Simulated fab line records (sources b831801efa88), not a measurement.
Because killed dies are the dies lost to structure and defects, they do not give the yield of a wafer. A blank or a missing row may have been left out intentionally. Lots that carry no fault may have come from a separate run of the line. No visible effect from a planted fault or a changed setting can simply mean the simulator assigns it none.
Commonality check across tools || flow sky130 || 45 wafers sampled across 15 lots

## WHY IT WAS OPENED
SKY_VT_ADJUST_LVTN_TW_MEAS_10, reading VT_ADJUST_LVTN_TW: flagged on 3 of 15 lots. No-fault wafers: 244.0, standard deviation 1.7.
Rule: flag the lot when none of its wafers has a number, or when each of its wafers that has one lies beyond 4 standard deviations from that mean. All remaining lots are regarded as sound.

{"lot": "L285", "measured": "day 6 22:20", "on": "film_metro-02", "VT_ADJUST_LVTN_TW, wafer by wafer": "247.1 246.1 246.5", "flag": ""}
{"lot": "L287", "measured": "day 7 11:46", "on": "film_metro-03", "VT_ADJUST_LVTN_TW, wafer by wafer": "241.1 242.4 240.8", "flag": ""}
{"lot": "L288", "measured": "day 7 19:25", "on": "film_metro-02", "VT_ADJUST_LVTN_TW, wafer by wafer": "248.0 246.4 246.2", "flag": ""}
{"lot": "L291", "measured": "day 8 11:14", "on": "film_metro-01", "VT_ADJUST_LVTN_TW, wafer by wafer": "30.5 30.6 30.6", "flag": "FLAGGED"}
{"lot": "L292", "measured": "day 8 17:22", "on": "film_metro-02", "VT_ADJUST_LVTN_TW, wafer by wafer": "30.5 30.5 30.5", "flag": "FLAGGED"}
{"lot": "L293", "measured": "day 8 23:12", "on": "film_metro-01", "VT_ADJUST_LVTN_TW, wafer by wafer": "30.5 30.3 30.4", "flag": "FLAGGED"}
{"lot": "L294", "measured": "day 9 06:21", "on": "film_metro-01", "VT_ADJUST_LVTN_TW, wafer by wafer": "242.4 243.6 243.8", "flag": ""}
{"lot": "L299", "measured": "day 11 00:03", "on": "film_metro-01", "VT_ADJUST_LVTN_TW, wafer by wafer": "244.5 243.8 245.1", "flag": ""}
{"lot": "L301", "measured": "day 11 11:13", "on": "film_metro-01", "VT_ADJUST_LVTN_TW, wafer by wafer": "246.5 244.5 245.0", "flag": ""}
{"lot": "L302", "measured": "day 11 12:36", "on": "film_metro-03", "VT_ADJUST_LVTN_TW, wafer by wafer": "242.1 241.0 239.8", "flag": ""}
{"lot": "L303", "measured": "day 11 20:05", "on": "film_metro-02", "VT_ADJUST_LVTN_TW, wafer by wafer": "243.4 245.0 244.4", "flag": ""}
{"lot": "L304", "measured": "day 12 05:53", "on": "film_metro-02", "VT_ADJUST_LVTN_TW, wafer by wafer": "244.8 246.0 245.4", "flag": ""}
{"lot": "L305", "measured": "day 12 12:11", "on": "film_metro-03", "VT_ADJUST_LVTN_TW, wafer by wafer": "244.4 244.1 243.6", "flag": ""}
{"lot": "L306", "measured": "day 12 17:38", "on": "film_metro-01", "VT_ADJUST_LVTN_TW, wafer by wafer": "245.1 243.7 243.4", "flag": ""}
{"lot": "L307", "measured": "day 12 23:07", "on": "film_metro-02", "VT_ADJUST_LVTN_TW, wafer by wafer": "243.6 244.6 244.3", "flag": ""}
On average the flagged lots read 30.5, which is -213.5 against the usual, or -99 or more standard deviations.

## WHICH TOOL EACH LOT WENT THROUGH
The record keeps 1 process step preceding the reading, out of 708 steps on the route. In each cell: the tool, then ch and the chambers that the sampled wafers went through, then the start.
{"lot": "L285", "flag": "", "SKY_VT_ADJUST_LVTN_IMPLANT_08": "implanter-04 ch 0, day 6 22:06"}
{"lot": "L287", "flag": "", "SKY_VT_ADJUST_LVTN_IMPLANT_08": "implanter-01 ch 0, day 7 11:31"}
{"lot": "L288", "flag": "", "SKY_VT_ADJUST_LVTN_IMPLANT_08": "implanter-04 ch 0, day 7 19:10"}
{"lot": "L291", "flag": "FLAGGED", "SKY_VT_ADJUST_LVTN_IMPLANT_08": "implanter-01, day 8 10:59"}
{"lot": "L292", "flag": "FLAGGED", "SKY_VT_ADJUST_LVTN_IMPLANT_08": "implanter-01, day 8 17:07"}
{"lot": "L293", "flag": "FLAGGED", "SKY_VT_ADJUST_LVTN_IMPLANT_08": "implanter-02, day 8 22:57"}
{"lot": "L294", "flag": "", "SKY_VT_ADJUST_LVTN_IMPLANT_08": "implanter-02 ch 0, day 9 06:06"}
{"lot": "L299", "flag": "", "SKY_VT_ADJUST_LVTN_IMPLANT_08": "implanter-02 ch 0, day 10 23:48"}
{"lot": "L301", "flag": "", "SKY_VT_ADJUST_LVTN_IMPLANT_08": "implanter-01 ch 0, day 11 10:58"}
{"lot": "L302", "flag": "", "SKY_VT_ADJUST_LVTN_IMPLANT_08": "implanter-04 ch 0, day 11 12:22"}
{"lot": "L303", "flag": "", "SKY_VT_ADJUST_LVTN_IMPLANT_08": "implanter-01 ch 0, day 11 19:50"}
{"lot": "L304", "flag": "", "SKY_VT_ADJUST_LVTN_IMPLANT_08": "implanter-02 ch 0, day 12 05:40"}
{"lot": "L305", "flag": "", "SKY_VT_ADJUST_LVTN_IMPLANT_08": "implanter-02 ch 0, day 12 11:56"}
{"lot": "L306", "flag": "", "SKY_VT_ADJUST_LVTN_IMPLANT_08": "implanter-01 ch 0, day 12 17:23"}
{"lot": "L307", "flag": "", "SKY_VT_ADJUST_LVTN_IMPLANT_08": "implanter-02 ch 0, day 12 22:52"}
What these steps do:
- SKY_VT_ADJUST_LVTN_IMPLANT_08
- SKY_VT_ADJUST_LVTN_TW_MEAS_10

## FLAGGED OVER TOTAL, TOOL BY TOOL (the gauges that took the reading come last)
{"step": "SKY_VT_ADJUST_LVTN_IMPLANT_08", "tool": "implanter-01", "lots run": 6, "flagged": 2, "share of the flagged lots": "some", "sound lots run after its first flagged lot": "3 (L301,L303,L306)"}
{"step": "SKY_VT_ADJUST_LVTN_IMPLANT_08", "tool": "implanter-02", "lots run": 6, "flagged": 1, "share of the flagged lots": "some", "sound lots run after its first flagged lot": "5 (L294,L299,L304,L305,L307)"}
{"step": "SKY_VT_ADJUST_LVTN_IMPLANT_08", "tool": "implanter-04", "lots run": 3, "flagged": 0, "share of the flagged lots": "none", "sound lots run after its first flagged lot": "-"}
{"step": "SKY_VT_ADJUST_LVTN_TW_MEAS_10", "tool": "film_metro-01", "lots run": 6, "flagged": 2, "share of the flagged lots": "some", "sound lots run after its first flagged lot": "4 (L294,L299,L301,L306)"}
{"step": "SKY_VT_ADJUST_LVTN_TW_MEAS_10", "tool": "film_metro-02", "lots run": 6, "flagged": 1, "share of the flagged lots": "some", "sound lots run after its first flagged lot": "3 (L303,L304,L307)"}
{"step": "SKY_VT_ADJUST_LVTN_TW_MEAS_10", "tool": "film_metro-03", "lots run": 3, "flagged": 0, "share of the flagged lots": "none", "sound lots run after its first flagged lot": "-"}

## WHAT IS ALLOWED BY THE TABLE
No row of the table ran every flagged lot.

## WHAT THE SIMULATOR HAD INSERTED
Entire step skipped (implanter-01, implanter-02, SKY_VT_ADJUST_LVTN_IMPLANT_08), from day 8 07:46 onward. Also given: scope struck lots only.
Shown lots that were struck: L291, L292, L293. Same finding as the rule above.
